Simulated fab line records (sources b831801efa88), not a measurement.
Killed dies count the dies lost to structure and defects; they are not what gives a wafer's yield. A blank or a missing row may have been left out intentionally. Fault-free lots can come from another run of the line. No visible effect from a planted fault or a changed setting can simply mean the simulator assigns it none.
fab line records	flow sky130
record: lots: 6	wafers: 18	lastDay: 50
route steps=708 shown PWDE@53 NWELL@56 PAD_OPEN@708
lots that met no fault: taken from a fault-free run of the same line
startH: the number of hours between the record's first day and the start of the first shown wafer of the lot	waitH: hours from the lot's prior step to this one	" repeats the value in the row above	L1.1+2: a row that stands for several wafers	- value missing, or start not given	* or withheld: withheld	< > ~ a bound
route shown NAME@n: names a module that has steps shown in the file, with the first one's number in the route	usual: mean/standard deviation of fault-free wafers	same: alike in all rows	chamber/n: place in a boat	sites: per-site readings	_std_site: standard deviation of those values	_edge_site: inner sites' mean taken away from outer sites' mean	radiusMm: how far each site lies from the wafer's centre	mask NAME#n: copy n	behind: the last tool/chamber to shape the wafer	hold: what put the lot on hold/how long, in hours/how the hold closed	device: the transistor (n, p or np) that didn't switch	end of line: the route-end tests of the same wafers	step lacking rows: just its recipe	killed: the dies lost at the first sort to structure and to defects; this is not the yield of the wafer	map: a wafer's dies, x killed, . not, _ none there
set.NAME: the setting that was run; set.NAME@STEP: the one run at that earlier step	model.NAME: the simulator's own value behind a step, which no gauge read
certain route steps with their lots: each step a table, each wafer a row
services: when a tool's chamber went out of use (startH, in hours from the record's first day, below 0 if earlier), for how many hours, and the reason
== steps ==
step: SKY_PWDE_IMPLANT_08
recipe: species: B	energyKev: 151.3	doseCm2: 3.6e+12	tiltDeg: withheld
step: SKY_PWDE_STRIP_09
recipe: chemistry: O2/N2	powerW: 1400	pressureMtorr: 1500	platenTempC: withheld	o2FlowSccm: 3000	n2FlowSccm: 300	overashFraction: 0.5
usual: drypumpMotorCurrentA: 5.59/0.23	oesProductAu: 0.722/0.0045	stripTimeToEndpointS: 36.88/0.11
same: overashFraction: 0.5
lot.wafer	tool	chamber	startH	waitH	drypumpMotorCurrentA	oesProductAu	rfHoursCounterH	stripTimeToEndpointS
L922.2	plasmaAsher-02	1	88.73	0.1	5.83	0.717	39	37.02
L922.3	"	1	"	"	5.82	0.728	-	37.03
L922.4	"	0	"	"	5.97	0.728	-	37.03
L925.1	plasmaAsher-04	1	108.87	0.2	5.66	0.721	41	36.96
L925.2	"	0	"	"	5.43	0.729	41	36.98
L925.5	"	1	"	"	5.65	0.725	-	36.92
L933.1	plasmaAsher-04	0	151.00	0.1	5.41	0.731	46	36.68
L933.5	"	1	"	"	5.68	0.726	-	36.70
L933.6	"	0	"	"	5.45	0.713	-	36.65
L934.2	plasmaAsher-04	0	160.70	0.1	5.43	0.724	47	36.85
L934.3	"	1	"	"	5.64	0.731	-	36.88
L934.6	"	1	"	"	5.65	0.719	-	36.92
L938.2	plasmaAsher-02	1	174.50	0.1	5.82	0.717	44	36.89
L938.4	"	0	"	"	5.98	0.716	-	36.99
L938.5	"	0	"	"	5.99	0.728	-	36.87
L942.2	plasmaAsher-04	0	200.80	0.1	5.44	0.723	52	36.91
L942.3	"	1	"	"	5.69	0.730	-	36.77
L942.5	"	0	"	"	5.44	0.712	-	36.83
step: SKY_PWDE_TW_MEAS_10
usual: PWDE_TW: 371.1/1.9
lot.wafer	tool	chamber	startH	waitH	PWDE_TW
L922.2	filmMetro-01	-	88.84	0.1	369.1
L922.3	"	-	"	"	368.4
L922.4	"	-	"	"	369.5
L925.1	filmMetro-03	-	108.97	0.1	374.0
L925.2	"	-	"	"	374.0
L925.5	"	-	"	"	372.0
L933.1	filmMetro-01	-	151.10	0.1	367.7
L933.5	"	-	"	"	370.6
L933.6	"	-	"	"	367.8
L934.2	filmMetro-01	-	160.81	0.1	368.4
L934.3	"	-	"	"	370.2
L934.6	"	-	"	"	368.3
L938.2	filmMetro-03	-	174.61	0.1	370.4
L938.4	"	-	"	"	370.8
L938.5	"	-	"	"	372.7
L942.2	filmMetro-04	-	200.91	0.1	372.4
L942.3	"	-	"	"	372.6
L942.5	"	-	"	"	371.7
step: SKY_NWELL_DEHYDRATE_03
recipe: tempC: 200	timeS: 60
step: SKY_NWELL_HMDS_04
recipe: primeTimeS: 60	primeTempC: 120
step: SKY_NWELL_COAT_05
recipe: spinRpm: 2000	resistThkNm: 3000
step: SKY_NWELL_SOFTBAKE_06
recipe: tempC: 110	timeS: withheld
step: SKY_NWELL_EXPOSE_07
recipe: maskId: NWM	na: 0.6	sourceShape: conventional	sigmaOuter: 0.6	polarization: unpolarized	targetCdNm: 840	doseMj: 255
step: SKY_NWELL_PEB_08
recipe: tempC: 115	timeS: withheld
step: SKY_NWELL_DEVELOP_09
recipe: wallAngleDeg: 90	developer: TMAH	developTimeS: 60	devTempC: 23
step: SKY_NWELL_OVL_MEAS_10
usual: NWELL_00_OVL: -1.1/1.4
lot.wafer	tool	chamber	startH	waitH	NWELL_00_OVL[nm]
L922.2	overlay-01	-	106.78	-	-1.8
L922.3	"	-	"	"	-1.4
L922.4	"	-	"	"	-1.1
L925.1	overlay-02	-	126.22	-	-1.8
L925.2	"	-	"	"	-1.8
L925.5	"	-	"	"	-2.3
L933.1	overlay-02	-	171.37	-	0.2
L933.5	"	-	"	"	-0.6
L933.6	"	-	"	"	0.6
L934.2	overlay-01	-	180.55	-	-1.4
L934.3	"	-	"	"	0.0
L934.6	"	-	"	"	0.3
L938.2	overlay-01	-	195.63	-	-0.6
L938.4	"	-	"	"	-1.3
L938.5	"	-	"	"	-0.8
L942.2	overlay-01	-	221.85	-	-1.8
L942.3	"	-	"	"	-1.2
L942.5	"	-	"	"	-1.4
step: SKY_NWELL_IMPLANT_11
recipe: species: P	energyKev: 400	doseCm2: 1.9e+13	tiltDeg: withheld
step: SKY_NWELL_IMPLANT_12
recipe: species: P	energyKev: 120	doseCm2: 1.3e+12	tiltDeg: withheld
usual: beamEnergyKeV: 120.01/0.039	faradayCurrentUA: 7.34/0.15
lot.wafer	tool	chamber	startH	waitH	beamEnergyKeV	faradayCurrentUA	model.implant.rpNm
L922.2	implanter-04	0	106.99	0.1	120.01	7.44	148.3
L922.3	"	0	"	"	120.05	7.37	148.3
L922.4	"	0	"	"	120.03	7.22	148.3
L925.1	implanter-03	0	126.41	0.1	119.97	7.27	150
L925.2	"	0	"	"	120.00	7.42	150
L925.5	"	0	"	"	120.00	7.16	150
L933.1	implanter-02	0	171.56	0.1	119.94	7.26	143.5
L933.5	"	0	"	"	119.93	7.48	143.5
L933.6	"	0	"	"	120.01	7.44	143.5
L934.2	implanter-03	0	180.76	0.1	114.83	7.45	141.4
L934.3	"	0	"	"	114.82	7.18	141.4
L934.6	"	0	"	"	114.81	7.18	141.4
L938.2	implanter-03	0	195.83	0.1	114.75	7.23	139.6
L938.4	"	0	"	"	114.76	7.27	139.6
L938.5	"	0	"	"	114.77	7.48	139.6
L942.2	implanter-04	0	222.06	0.1	119.98	7.38	147.8
L942.3	"	0	"	"	120.10	7.48	147.8
L942.5	"	0	"	"	120.01	7.35	147.8
step: SKY_NWELL_IMPLANT_13
recipe: species: P	energyKev: 50	doseCm2: 7e+11	tiltDeg: withheld
step: SKY_PAD_OPEN_PROBE_99
usual: killed_at_M0_to_M3: 44/7.9	killed_at_M4_up: 3.1/1.9	killedAtContacts: 24/4.6	killedAtFrontEnd: 16/4.9	killedAtOther: 0.3/0.6	killedDies: 87/9.7	killedOpen: 48/7.2	killedShort: 39/5.6
same: grossDies: 492	killedAtBackSide: 0
lot.wafer	tool	chamber	startH	waitH	killed_at_M0_to_M3	killed_at_M4_up	killedAtContacts	killedAtFrontEnd	killedAtOther	killedDies	killedOpen	killedShort	model.etest.pfetG5v0d10v5.vtLongV
L922.2	prober-01	-	1088.12	0.1	54	4	17	16	0	91	47	43	-0.9203
L922.3	prober-01	-	1088.17	0.2	38	5	28	23	0	94	53	39	-0.9271
L922.4	prober-01	-	1088.22	0.2	39	5	24	16	0	84	40	43	-0.9334
L925.1	prober-02	-	1110.38	0.1	33	1	25	16	0	75	39	35	-0.9123
L925.2	prober-02	-	1110.43	0.1	46	2	25	17	0	90	49	41	-0.9187
L925.5	prober-02	-	1110.58	0.2	54	3	29	9	0	95	52	43	-0.9097
L934.2	prober-01	-	1186.29	0.1	37	4	22	14	0	77	37	40	-0.9509
L934.3	prober-01	-	1186.34	0.2	53	6	22	17	0	98	52	46	-0.9477
L934.6	prober-01	-	1186.49	0.2	58	4	23	19	0	104	64	40	-0.9475
L933.1	prober-02	-	1187.38	0.1	37	1	21	20	0	79	34	44	-0.9506
L933.5	prober-02	-	1187.58	0.2	42	4	16	24	0	86	50	36	-0.9396
L933.6	prober-02	-	1187.63	0.2	37	2	26	29	0	94	48	44	-0.9413
L938.2	prober-01	-	1187.92	0.1	37	2	31	20	0	90	53	37	-0.9666
L938.4	prober-01	-	1188.02	0.2	41	4	22	13	1	81	48	32	-0.9689
L938.5	prober-01	-	1188.07	0.2	45	3	21	20	0	89	41	48	-0.9591
L942.2	prober-02	-	1193.88	0.1	41	6	38	11	0	96	51	45	-0.9266
L942.3	prober-02	-	1193.93	0.2	51	8	22	13	0	94	53	39	-0.926
L942.5	prober-02	-	1194.03	0.2	52	3	20	17	0	92	50	41	-0.9194
killed by level:class
L922.2 METAL2:geometricParticle:short=11 VIA1:geometricParticle:open=10 CONTACT:geometricParticle:open=8 LI_CONTACT:geometricParticle:open=7 METAL1:geometricParticle:short=7 VIA2:geometricParticle:open=7 FIELD_ISO:geometricParticle:short=4 FIELD_ISO:geometricParticle:open=4
L922.3 VIA1:geometricParticle:open=15 CONTACT:geometricParticle:open=9 POLY_GATE:geometricParticle:short=8 LI_CONTACT:geometricParticle:open=7 CONTACT:geometricParticle:short=7 LOCAL_INTERCONNECT:geometricParticle:short=5 FIELD_ISO:geometricParticle:short=4 POLY_GATE:geometricParticle:open=4
L922.4 VIA1:geometricParticle:open=8 LI_CONTACT:geometricParticle:open=6 CONTACT:geometricParticle:open=6 VIA1:geometricParticle:short=5 LOCAL_INTERCONNECT:geometricParticle:short=5 METAL1:geometricParticle:short=5 FIELD_ISO:geometricParticle:short=4 POLY_GATE:geometricParticle:short=4
L925.1 CONTACT:geometricParticle:open=9 FIELD_ISO:geometricParticle:short=6 LI_CONTACT:geometricParticle:open=6 METAL1:geometricParticle:short=6 VIA3:geometricParticle:open=6 POLY_GATE:geometricParticle:open=4 METAL2:geometricParticle:short=4 VIA1:geometricParticle:open=4
L925.2 VIA3:geometricParticle:open=11 CONTACT:geometricParticle:open=10 VIA1:geometricParticle:open=10 METAL2:geometricParticle:short=6 LI_CONTACT:geometricParticle:open=5 POLY_GATE:geometricParticle:short=4 LI_CONTACT:geometricParticle:short=4 VIA1:geometricParticle:short=4
L925.5 VIA1:geometricParticle:open=13 CONTACT:geometricParticle:open=12 LI_CONTACT:geometricParticle:open=7 METAL1:geometricParticle:short=7 METAL2:geometricParticle:short=6 VIA2:geometricParticle:open=6 POLY_GATE:geometricParticle:short=4 METAL1:geometricParticle:open=4
L934.2 METAL1:geometricParticle:short=8 CONTACT:geometricParticle:open=7 VIA2:geometricParticle:open=7 VIA1:geometricParticle:open=6 POLY_GATE:geometricParticle:short=5 LI_CONTACT:geometricParticle:open=5 FIELD_ISO:geometricParticle:open=4 CONTACT:geometricParticle:short=4
L934.3 VIA1:geometricParticle:open=13 LOCAL_INTERCONNECT:geometricParticle:short=8 LI_CONTACT:geometricParticle:open=7 FIELD_ISO:geometricParticle:open=6 METAL2:geometricParticle:short=6 VIA3:geometricParticle:short=6 VIA2:geometricParticle:short=5 VIA3:geometricParticle:open=5
L934.6 VIA3:geometricParticle:open=12 CONTACT:geometricParticle:open=11 VIA1:geometricParticle:open=11 FIELD_ISO:geometricParticle:open=7 METAL2:geometricParticle:short=7 VIA2:geometricParticle:open=6 LI_CONTACT:geometricParticle:open=6 VIA3:geometricParticle:short=5
L933.1 CONTACT:geometricParticle:open=11 FIELD_ISO:geometricParticle:short=7 VIA1:geometricParticle:open=7 VIA1:geometricParticle:short=5 METAL2:geometricParticle:short=5 POLY_GATE:geometricParticle:short=4 LOCAL_INTERCONNECT:geometricParticle:short=4 VIA2:geometricParticle:short=4
L933.5 VIA1:geometricParticle:open=10 FIELD_ISO:geometricParticle:open=7 METAL2:geometricParticle:short=7 LI_CONTACT:geometricParticle:open=6 POLY_GATE:geometricParticle:open=4 CONTACT:geometricParticle:open=4 METAL1:geometricParticle:short=4 VIA1:geometricParticle:short=4
L933.6 CONTACT:geometricParticle:open=8 FIELD_ISO:geometricParticle:open=7 LI_CONTACT:geometricParticle:open=7 FIELD_ISO:geometricParticle:short=6 POLY_GATE:geometricParticle:short=6 VIA1:geometricParticle:open=6 VIA3:geometricParticle:open=5 VIA2:geometricParticle:open=5
L938.2 LI_CONTACT:geometricParticle:open=13 VIA1:geometricParticle:open=7 FIELD_ISO:geometricParticle:open=6 CONTACT:geometricParticle:open=6 VIA3:geometricParticle:open=6 FIELD_ISO:geometricParticle:short=5 VIA1:geometricParticle:short=5 VIA2:geometricParticle:open=5
L938.4 VIA1:geometricParticle:open=12 CONTACT:geometricParticle:open=11 VIA2:geometricParticle:open=7 VIA1:geometricParticle:short=7 FIELD_ISO:geometricParticle:open=6 VIA3:geometricParticle:open=5 METAL4:geometricParticle:short=4 LI_CONTACT:geometricParticle:open=4
L938.5 VIA1:geometricParticle:open=12 CONTACT:geometricParticle:open=9 POLY_GATE:geometricParticle:short=6 METAL2:geometricParticle:short=6 VIA1:geometricParticle:short=5 VIA2:geometricParticle:open=5 METAL3:geometricParticle:short=5 FIELD_ISO:geometricParticle:short=4
L942.2 CONTACT:geometricParticle:open=12 VIA1:geometricParticle:open=10 LI_CONTACT:geometricParticle:open=8 CONTACT:geometricParticle:short=7 LOCAL_INTERCONNECT:geometricParticle:short=5 METAL3:geometricParticle:short=5 VIA2:geometricParticle:open=5 VIA3:geometricParticle:open=5
L942.3 VIA1:geometricParticle:open=12 CONTACT:geometricParticle:open=8 POLY_GATE:geometricParticle:open=6 VIA2:geometricParticle:open=6 VIA1:geometricParticle:short=5 METAL4:geometricParticle:short=5 METAL3:geometricParticle:short=5 LOCAL_INTERCONNECT:geometricParticle:short=5
L942.5 VIA1:geometricParticle:open=10 METAL2:geometricParticle:short=8 VIA2:geometricParticle:open=7 VIA1:geometricParticle:short=6 POLY_GATE:geometricParticle:short=5 LI_CONTACT:geometricParticle:open=5 LOCAL_INTERCONNECT:geometricParticle:short=5 CONTACT:geometricParticle:open=5
== services ==
tool	chamber	startH	hours	kind
plasmaAsher-02	-	90.10	26.6	pm
implanter-04	-	120.52	6.9	repair
implanter-02	-	141.45	7.0	pm
plasmaAsher-02	-	149.74	3.7	repair
implanter-02	-	210.99	2.1	repair
implanter-04	-	214.41	2.9	repair
implanter-02	-	218.44	11.1	repair
== key ==
firstSign: step: SKY_NWELL_IMPLANT_12	reading: beamEnergyKeV	direction: down	sigmas: 99+	usual: *	struck: *
effect none on later readings
modelEffect: step: SKY_NWELL_IMPLANT_12	value: implant.rpNm	without: 147.2	struck: 140.5
modelEffect: step: SKY_PAD_OPEN_PROBE_99	value: etest.pfetG5v0d10v5.vtLongV	without: -0.9374	struck: -0.9568
metAt SKY_NWELL_IMPLANT_12
struckWafers L934.2,L934.3,L934.6,L938.2,L938.4,L938.5
testerLeftOut L934,L938
onsetBetween 126.41 180.76
fault: kind: processParameterDrift	tool: implanter-03	chamber: -	onsetH: 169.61	steps: SKY_NWELL_IMPLANT_12	channel: energyKev	offset: *	shape: step	endH: 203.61	actsIn: *	stated: *
testerLeftOut: of these lots the tester's yield and bins aren't shown, on N5 and GAA mostly nor the transistor test; their killed dies are dies lost to structure and defects alone, not to doping, threshold or leakage, so they don't give the yield
